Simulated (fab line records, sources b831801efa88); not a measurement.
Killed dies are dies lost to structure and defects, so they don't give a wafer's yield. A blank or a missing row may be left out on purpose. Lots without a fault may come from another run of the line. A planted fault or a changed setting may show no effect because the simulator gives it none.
fab line records | flow sky130
record lots=10 wafers=30 last_day=49
route steps=708 shown CAP2M@607 METAL4@629 VIA4@657 METAL5@662 PAD_OPEN@708
lots that met no fault: from a run of the same line without faults
start_h: hours from the record's first day to the start of the lot's first wafer shown | wait_h: hours since the lot's step before | " the same as in the row above | L1.1+2: a row that stands for several wafers | - no value, or no start given | * or withheld: withheld | < > ~ a bound
route shown NAME@n: a module of which the file shows steps, and the number in the route of the first | usual: mean/standard deviation of fault-free wafers | same: alike in all rows | chamber/n: place in a boat | sites: the reading at each site | _std_site: their standard deviation | _edge_site: outer sites' mean less inner sites' | radius_mm: how far each site lies from the wafer's centre | mask NAME#n: copy n | behind: the tool/chamber that last shaped the wafer | hold: why the lot was held/for how many hours/how that ended | device: the transistor (n, p or np) that didn't switch | end of line: the same wafers' tests at the end of the route | a step without rows: its recipe alone | killed: dies lost to structure and defects at the first sort, not the wafer's yield | map: a wafer's dies, x killed, . not, _ none there
set.NAME: the setting as run; set.NAME@STEP: as run at that earlier step | model.NAME: the simulator's own value behind a step, which no gauge read
steps of the route over a sample of lots; a table a step, a row a wafer
services: from which hour (start_h, from the record's first day; less than 0 if before it) a tool's chamber was out of use, for how many hours, and why
## steps
# step SKY_CAP2M_THK_MEAS_04
# recipe thk_meas_gauge=xrf reads=TiN_of_CAP2M_SPUTTER_02
# usual CAP2M_TIN_THK=198.5/2.2
# columns lot.wafer tool chamber start_h wait_h CAP2M_TIN_THK[nm]
L712.2 film_metro-04 - 924.11 0.1 197.1
L712.5 " - " " 202.5
L712.6 " - " " 199.4
L714.3 film_metro-04 - 938.45 0.1 198.9
L714.4 " - " " 197.9
L714.5 " - " " 196.8
L718.1 film_metro-04 - 969.62 0.1 198.6
L718.2 " - " " 196.7
L718.6 " - " " 195.8
L719.1 film_metro-02 - 980.98 0.1 200.7
L719.2 " - " " 199.7
L719.5 " - " " 196.2
L720.1 film_metro-02 - 998.99 0.1 197.6
L720.4 " - " " 194.9
L720.6 " - " " 199.0
L724.2 film_metro-04 - 1022.22 0.1 203.5
L724.3 " - " " 203.3
L724.6 " - " " 198.8
L725.3 film_metro-02 - 1022.27 0.1 198.2
L725.4 " - " " 195.8
L725.6 " - " " 197.3
L726.2 film_metro-02 - 1025.75 0.1 202.4
L726.3 " - " " 199.9
L726.6 " - " " 201.5
L730.2 film_metro-02 - 1059.45 0.1 199.6
L730.3 " - " " 200.0
L730.6 " - " " 198.1
L733.2 film_metro-02 - 1068.50 0.1 198.4
L733.4 " - " " 199.3
L733.5 " - " " 198.0
# step SKY_METAL4_CD_MEAS_13
# recipe target_cd_nm=300
# usual cd_nm=299.8/1.9
# columns lot.wafer tool chamber start_h wait_h cd_nm
L712.2 cd_sem-01 - 971.98 - 300.6
L712.5 " - " " 299.4
L712.6 " - " " 301.6
L714.3 cd_sem-01 - 986.75 - 297.0
L714.4 " - " " 297.7
L714.5 " - " " 299.0
L718.1 cd_sem-01 - 1016.91 - 298.8
L718.2 " - " " 299.2
L718.6 " - " " 298.4
L719.1 cd_sem-02 - 1027.86 - 300.5
L719.2 " - " " 300.6
L719.5 " - " " 301.5
L720.1 cd_sem-01 - 1044.31 - 298.4
L720.4 " - " " 300.8
L720.6 " - " " 299.6
L724.2 cd_sem-02 - 1066.65 - 298.7
L724.3 " - " " 298.6
L724.6 " - " " 298.8
L725.3 cd_sem-01 - 1067.75 - 302.0
L725.4 " - " " 302.2
L725.6 " - " " 302.0
L726.2 cd_sem-01 - 1068.73 - 300.8
L726.3 " - " " 301.2
L726.6 " - " " 300.3
L730.2 cd_sem-02 - 1100.78 - 298.5
L730.3 " - " " 300.1
L730.6 " - " " 300.1
L733.2 cd_sem-01 - 1108.73 - 298.1
L733.4 " - " " 297.2
L733.5 " - " " 298.4
# step SKY_VIA4_CVD_18
# recipe material=W target_thk_nm=505 time_s=152.14 temp_c=400 pressure_torr=40
# usual heater_power_outer_w=526/21 heater_power_w=832/36 susceptor_temp_C=400.02/0.24
# columns lot.wafer tool chamber start_h wait_h heater_power_outer_w heater_power_w susceptor_temp_C
L712.2 cvd_w-02 1 998.00 0.0 515 845 400.18
L712.5 " 1 " " 533 829 400.43
L712.6 " 0 " " 492 798 399.79
L714.3 cvd_w-02 1 1012.01 0.1 539 838 400.00
L714.4 " 0 " " 507 797 400.20
L714.5 " 0 " " 499 813 400.16
L718.1 cvd_w-02 1 1041.20 0.0 542 830 400.06
L718.2 " 0 " " 513 797 399.88
L718.6 " 0 " " 499 806 400.07
L719.1 cvd_w-02 1 1052.73 0.0 530 839 400.29
L719.2 " 0 " " 505 799 400.37
L719.5 " 0 " " 500 809 400.28
L720.1 cvd_w-02 1 1069.00 0.0 553 801 400.01
L720.4 " 1 " " 552 838 399.99
L720.6 " 1 " " 523 815 400.06
L724.2 cvd_w-02 1 1088.87 0.0 534 826 400.01
L724.3 " 1 " " 538 842 400.34
L724.6 " 1 " " 537 832 400.19
L725.3 cvd_w-02 1 1089.90 0.1 517 845 400.12
L725.4 " 0 " " 502 794 400.18
L725.6 " 1 " " 525 838 399.78
L726.2 cvd_w-02 0 1091.87 0.0 454 731 384.43
L726.3 " 0 " " 445 733 385.22
L726.6 " 1 " " 554 838 399.90
L730.2 cvd_w-01 1 1123.07 0.0 513 791 400.03
L730.3 " 1 " " 524 812 400.00
L730.6 " 0 " " 544 894 399.75
L733.2 cvd_w-02 0 1130.46 0.0 453 727 384.56
L733.4 " 1 " " 542 835 399.84
L733.5 " 0 " " 447 755 384.72
# step SKY_VIA4_RS_MEAS_19
# recipe thk_meas_gauge=four-point-probe reads=W_of_VIA4_CVD_18+TiN_of_VIA4_SPUTTER_17
# usual VIA4_W_RS=0.226/0.0044
# columns lot.wafer tool chamber start_h wait_h VIA4_W_RS[ohm/sq]
L712.2 film_metro-01 - 998.17 0.1 0.233
L712.5 " - " " 0.231
L712.6 " - " " 0.227
L714.3 film_metro-01 - 1012.15 0.1 0.229
L714.4 " - " " 0.223
L714.5 " - " " 0.224
L718.1 film_metro-01 - 1041.35 0.1 0.230
L718.2 " - " " 0.227
L718.6 " - " " 0.226
L719.1 film_metro-03 - 1052.89 0.1 0.230
L719.2 " - " " 0.227
L719.5 " - " " 0.228
L720.1 film_metro-03 - 1069.15 0.1 0.223
L720.4 " - " " 0.224
L720.6 " - " " 0.226
L724.2 film_metro-03 - 1089.04 0.1 0.228
L724.3 " - " " 0.228
L724.6 " - " " 0.229
L725.3 film_metro-04 - 1090.04 0.1 0.228
L725.4 " - " " 0.223
L725.6 " - " " 0.225
L726.2 film_metro-03 - 1092.04 0.1 0.301
L726.3 " - " " 0.298
L726.6 " - " " 0.228
L730.2 film_metro-04 - 1123.25 0.1 0.222
L730.3 " - " " 0.221
L730.6 " - " " 0.231
L733.2 film_metro-04 - 1130.63 0.1 0.301
L733.4 " - " " 0.231
L733.5 " - " " 0.301
# step SKY_VIA4_THK_MEAS_20
# recipe thk_meas_gauge=xrf reads=W_of_VIA4_CVD_18
# usual VIA4_W_THK=502/10
# columns lot.wafer tool chamber start_h wait_h VIA4_W_THK[nm]
L712.2 film_metro-01 - 998.28 0.1 494
L712.5 " - " " 498
L712.6 " - " " 509
L714.3 film_metro-01 - 1012.25 0.1 500
L714.4 " - " " 511
L714.5 " - " " 512
L718.1 film_metro-01 - 1041.47 0.1 499
L718.2 " - " " 504
L718.6 " - " " 507
L719.1 film_metro-03 - 1053.01 0.1 496
L719.2 " - " " 504
L719.5 " - " " 504
L720.1 film_metro-03 - 1069.27 0.1 506
L720.4 " - " " 504
L720.6 " - " " 497
L724.2 film_metro-03 - 1089.15 0.1 502
L724.3 " - " " 500
L724.6 " - " " 495
L725.3 film_metro-04 - 1090.14 0.1 497
L725.4 " - " " 503
L725.6 " - " " 503
L726.2 film_metro-03 - 1092.15 0.1 377
L726.3 " - " " 383
L726.6 " - " " 499
L730.2 film_metro-04 - 1123.36 0.1 511
L730.3 " - " " 514
L730.6 " - " " 490
L733.2 film_metro-04 - 1130.74 0.1 377
L733.4 " - " " 490
L733.5 " - " " 379
# step SKY_VIA4_CMP_21
# recipe stop_on=SiO2 t_overpolish_s=25 down_force_psi=3.5 platen_rpm=60 target_thk_nm=0 pad_velocity_m_s=0.94248
# usual motor_current_A=11.1/1.6 time_to_endpoint_s=121/4.6
# columns lot.wafer tool chamber start_h wait_h motor_current_A time_to_endpoint_s
L712.2 cmp-02 2 998.38 0.1 10.5 117
L712.5 " 1 " " 13.8 121
L712.6 " 2 " " 10.7 120
L714.4 cmp-01 0 1012.39 0.1 10.6 117
L714.3 " 1 " " 9.1 123
L714.5 " 2 " " 10.5 118
L718.2 cmp-01 3 1041.63 0.1 10.1 120
L718.1 " 0 " " 11.3 115
L718.6 " 1 " " 9.2 118
L719.1 cmp-02 1 1053.07 0.1 13.7 122
L719.2 " 2 " " 10.3 120
L719.5 " 1 " " 13.4 121
L720.1 cmp-02 0 1069.38 0.1 13.8 128
L720.4 " 1 " " 14.7 126
L720.6 " 3 " " 9.6 123
L724.3 cmp-01 2 1089.20 0.0 11.6 115
L724.2 " 3 " " 10.5 124
L724.6 " 2 " " 11.2 114
L725.3 cmp-01 3 1090.23 0.1 10.8 123
L725.4 " 0 " " 10.7 113
L725.6 " 3 " " 10.7 120
L726.3 cmp-01 0 1092.20 0.0 10.7 86
L726.2 " 1 " " 8.9 94
L726.6 " 0 " " 10.9 116
L730.2 cmp-01 3 1123.58 0.2 10.9 129
L730.3 " 1 " " 9.0 134
L730.6 " 3 " " 11.3 128
L733.4 cmp-01 2 1130.89 0.1 11.4 119
L733.2 " 3 " " 10.4 95
L733.5 " 0 " " 11.1 93
# step SKY_METAL5_SPUTTER_01
# recipe material=TiN target_thk_nm=20 power_w=6500 time_s=16.7 chamber_pressure_pa=0.4
# usual throttle_valve_pct=30.3/1
# columns lot.wafer tool chamber start_h wait_h throttle_valve_pct
L712.2 pvd_sputter-02 - 998.65 0.0 31.3
L712.5 " - " " 29.8
L712.6 " - " " 30.0
L714.3 pvd_sputter-02 - 1012.61 0.0 30.1
L714.4 " - " " 31.1
L714.5 " - " " 30.7
L718.1 pvd_sputter-02 - 1041.86 0.0 30.0
L718.2 " - " " 31.1
L718.6 " - " " 29.9
L719.1 pvd_sputter-01 - 1053.39 0.0 31.4
L719.2 " - " " 29.6
L719.5 " - " " 30.1
L720.1 pvd_sputter-02 - 1069.65 0.0 30.6
L720.4 " - " " 31.2
L720.6 " - " " 30.9
L724.2 pvd_sputter-04 - 1089.52 0.0 31.5
L724.3 " - " " 28.6
L724.6 " - " " 31.6
L725.3 pvd_sputter-04 - 1090.51 0.0 28.1
L725.4 " - " " 28.5
L725.6 " - " " 28.8
L726.2 pvd_sputter-01 - 1092.52 0.0 31.5
L726.3 " - " " 29.5
L726.6 " - " " 31.5
L730.2 pvd_sputter-02 - 1123.86 0.0 31.0
L730.3 " - " " 30.0
L730.6 " - " " 31.4
L733.2 pvd_sputter-04 - 1131.12 0.0 30.3
L733.4 " - " " 29.0
L733.5 " - " " 30.3
# step SKY_PAD_OPEN_PROBE_99
# usual defect_limited_yield=82.5/1.8 killed_at_M0_to_M3=42/6.6 killed_at_M4_up=3.0/1.8 killed_at_contacts=25/5.1 killed_at_front_end=15/4.4 killed_at_other=0.3/0.56 killed_dies=86/8.6 killed_open=47/6.9 killed_short=38/6 sort_bin_3_pad_short=0.8/0.42 sort_bin_5_function=10.6/1.5 sort_bin_6_memory=6.1/1.1 sort_n_pass=406/8.6 sort_yield_pct=82.5/1.8
# same gross_dies=492 killed_at_back_side=0 sort_bin_4_leakage[%]=0 sort_bin_8_speed[%]=0
# columns lot.wafer tool chamber start_h wait_h defect_limited_yield[%] killed_at_M0_to_M3 killed_at_M4_up killed_at_contacts killed_at_front_end killed_at_other killed_dies killed_open killed_short sort_bin_3_pad_short[%] sort_bin_5_function[%] sort_bin_6_memory[%] sort_n_pass sort_yield_pct[%]
L714.3 prober-01 - 1081.33 0.2 80.5 53 5 27 11 0 96 51 45 1.0 11.0 7.5 396 80.5
L714.4 prober-01 - 1081.38 0.2 82.7 44 4 24 13 0 85 47 38 0.6 10.4 6.3 407 82.7
L714.5 prober-01 - 1081.43 0.2 81.9 43 5 25 16 0 89 43 46 0.6 12.0 5.5 403 81.9
L725.3 prober-02 - 1152.73 0.2 86.8 36 4 19 6 0 65 34 31 0.6 7.3 5.3 427 86.8
L725.4 prober-02 - 1152.78 0.2 81.9 46 2 29 12 0 89 53 36 0.6 11.0 6.5 403 81.9
L725.6 prober-02 - 1152.88 0.2 85.0 37 7 18 12 0 74 42 32 0.6 8.7 5.7 418 85.0
L730.2 prober-01 - 1180.70 0.1 80.7 48 3 29 15 0 95 53 40 1.2 11.4 6.7 397 80.7
L730.3 prober-01 - 1180.75 0.2 81.7 46 4 31 9 0 90 55 34 0.6 11.2 6.5 402 81.7
L730.6 prober-01 - 1180.90 0.2 78.9 54 4 28 17 1 104 54 49 1.8 12.0 7.3 388 78.9
L733.2 prober-02 - 1187.64 0.1 80.5 47 2 31 16 0 96 50 46 1.2 10.8 7.5 396 80.5
L733.4 prober-02 - 1187.74 0.2 85.6 36 1 20 13 1 71 35 36 0.6 9.8 4.1 421 85.6
L733.5 prober-02 - 1187.79 0.2 79.3 54 1 32 15 0 102 63 39 0.8 13.6 6.3 390 79.3
# killed by level:class
L714.3 VIA1:geometric_particle:open=13 CONTACT:geometric_particle:open=10 METAL3:geometric_particle:short=6 LI_CONTACT:geometric_particle:open=5 METAL1:geometric_particle:short=5 VIA3:geometric_particle:open=5 VIA1:geometric_particle:short=4 LI_CONTACT:geometric_particle:short=4
L714.4 VIA1:geometric_particle:open=13 CONTACT:geometric_particle:open=8 METAL1:geometric_particle:short=6 VIA3:geometric_particle:open=6 CONTACT:geometric_particle:short=6 LOCAL_INTERCONNECT:geometric_particle:short=5 METAL2:geometric_particle:short=5 LI_CONTACT:geometric_particle:open=4
L714.5 CONTACT:geometric_particle:open=12 VIA1:geometric_particle:open=7 METAL1:geometric_particle:short=6 VIA2:geometric_particle:open=6 POLY_GATE:geometric_particle:open=5 CONTACT:geometric_particle:short=5 VIA1:geometric_particle:short=5 METAL2:geometric_particle:short=5
L725.3 VIA1:geometric_particle:open=8 CONTACT:geometric_particle:open=6 METAL2:geometric_particle:short=6 VIA2:geometric_particle:open=6 CONTACT:geometric_particle:short=4 VIA1:geometric_particle:short=4 LOCAL_INTERCONNECT:geometric_particle:open=4 FIELD_ISO:geometric_particle:short=3
L725.4 VIA1:geometric_particle:open=12 LI_CONTACT:geometric_particle:open=10 VIA2:geometric_particle:open=9 LI_CONTACT:geometric_particle:short=7 CONTACT:geometric_particle:open=7 METAL2:geometric_particle:short=6 VIA1:geometric_particle:short=5 VIA3:geometric_particle:open=5
L725.6 VIA2:geometric_particle:open=7 POLY_GATE:geometric_particle:open=6 CONTACT:geometric_particle:short=6 CONTACT:geometric_particle:open=6 FIELD_ISO:geometric_particle:open=5 VIA1:geometric_particle:open=5 METAL1:geometric_particle:short=4 VIA1:geometric_particle:short=4
L730.2 CONTACT:geometric_particle:open=15 VIA1:geometric_particle:open=12 METAL1:geometric_particle:short=9 VIA2:geometric_particle:open=9 CONTACT:geometric_particle:short=7 FIELD_ISO:geometric_particle:open=6 METAL2:geometric_particle:short=6 VIA3:geometric_particle:open=4
L730.3 VIA2:geometric_particle:open=14 CONTACT:geometric_particle:open=13 VIA1:geometric_particle:open=10 CONTACT:geometric_particle:short=8 LI_CONTACT:geometric_particle:open=5 FIELD_ISO:geometric_particle:open=4 METAL1:geometric_particle:short=4 METAL2:geometric_particle:short=4
L730.6 VIA1:geometric_particle:open=10 LI_CONTACT:geometric_particle:open=9 CONTACT:geometric_particle:short=9 VIA2:geometric_particle:open=9 CONTACT:geometric_particle:open=8 METAL1:geometric_particle:short=7 VIA1:geometric_particle:short=7 FIELD_ISO:geometric_particle:short=5
L733.2 VIA1:geometric_particle:open=10 LI_CONTACT:geometric_particle:open=9 CONTACT:geometric_particle:open=8 VIA3:geometric_particle:open=8 FIELD_ISO:geometric_particle:short=7 CONTACT:geometric_particle:short=6 VIA2:geometric_particle:open=5 METAL2:geometric_particle:short=5
L733.4 VIA1:geometric_particle:open=10 CONTACT:geometric_particle:open=7 METAL1:geometric_particle:short=6 VIA2:geometric_particle:open=6 CONTACT:geometric_particle:short=5 LOCAL_INTERCONNECT:geometric_particle:short=5 FIELD_ISO:geometric_particle:short=4 METAL2:geometric_particle:short=4
L733.5 VIA1:geometric_particle:open=13 CONTACT:geometric_particle:open=12 VIA2:geometric_particle:open=10 LI_CONTACT:geometric_particle:open=7 VIA3:geometric_particle:open=7 CONTACT:geometric_particle:short=7 METAL2:geometric_particle:short=7 FIELD_ISO:geometric_particle:open=6
## services
# columns tool chamber start_h hours kind
cmp-01 - 985.25 2.0 repair
cmp-02 - 988.66 7.7 pm
pvd_sputter-04 - 991.57 2.5 repair
cmp-01 - 1000.42 2.7 repair
cvd_w-02 - 1014.91 0.6 repair
pvd_sputter-04 0 1026.27 - consumable_replace:kit
pvd_sputter-04 0 1026.27 18.0 scheduled_down
pvd_sputter-04 0 1026.27 18.0 vent_cycle
cmp-01 - 1064.12 0.5 repair
cmp-02 - 1073.41 4.1 repair
cmp-01 - 1077.42 0.2 repair
cmp-02 - 1084.00 4.0 pm
cmp-02 - 1088.00 - consumable_replace:conditioner
cmp-02 - 1088.00 - consumable_replace:pad
pvd_sputter-01 1 1091.05 - consumable_replace:kit
pvd_sputter-02 2 1092.23 - consumable_replace:kit
pvd_sputter-02 2 1092.23 18.0 scheduled_down
pvd_sputter-02 2 1092.23 18.0 vent_cycle
cvd_w-02 - 1104.97 2.8 pm
cmp-02 - 1111.69 7.2 repair
cmp-02 - 1119.83 4.4 repair
pvd_sputter-04 3 1121.48 - consumable_replace:kit
pvd_sputter-04 3 1121.48 18.0 scheduled_down
pvd_sputter-04 3 1121.48 18.0 vent_cycle
## key
first_sign step=SKY_VIA4_CVD_18 reading=susceptor_temp_C direction=down sigmas=63 usual=* struck=*
effect step=SKY_VIA4_CVD_18 reading=heater_power_outer_w direction=down sigmas=3.6 usual=* struck=*
effect step=SKY_VIA4_RS_MEAS_19 reading=VIA4_W_RS direction=up sigmas=17 usual=0.226 struck=0.300
effect step=SKY_VIA4_THK_MEAS_20 reading=VIA4_W_THK direction=down sigmas=12 usual=502 struck=379
effect step=SKY_VIA4_CMP_21 reading=time_to_endpoint_s direction=down sigmas=6.3 usual=* struck=*
met_at SKY_VIA4_CVD_18
struck_lots L726,L733
struck_wafers L726.2,L726.3,L733.2,L733.5
not_acting_at SKY_CAP2M_THK_MEAS_04,SKY_METAL4_CD_MEAS_13,SKY_METAL5_SPUTTER_01
onset_between 1089.90 1091.87
fault kind=process_parameter_drift tool=cvd_w-02 chamber=0 onset_h=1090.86 steps=SKY_VIA4_CVD_18 channel=temp_c offset=* shape=step end_h=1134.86 acts_in=* stated=*
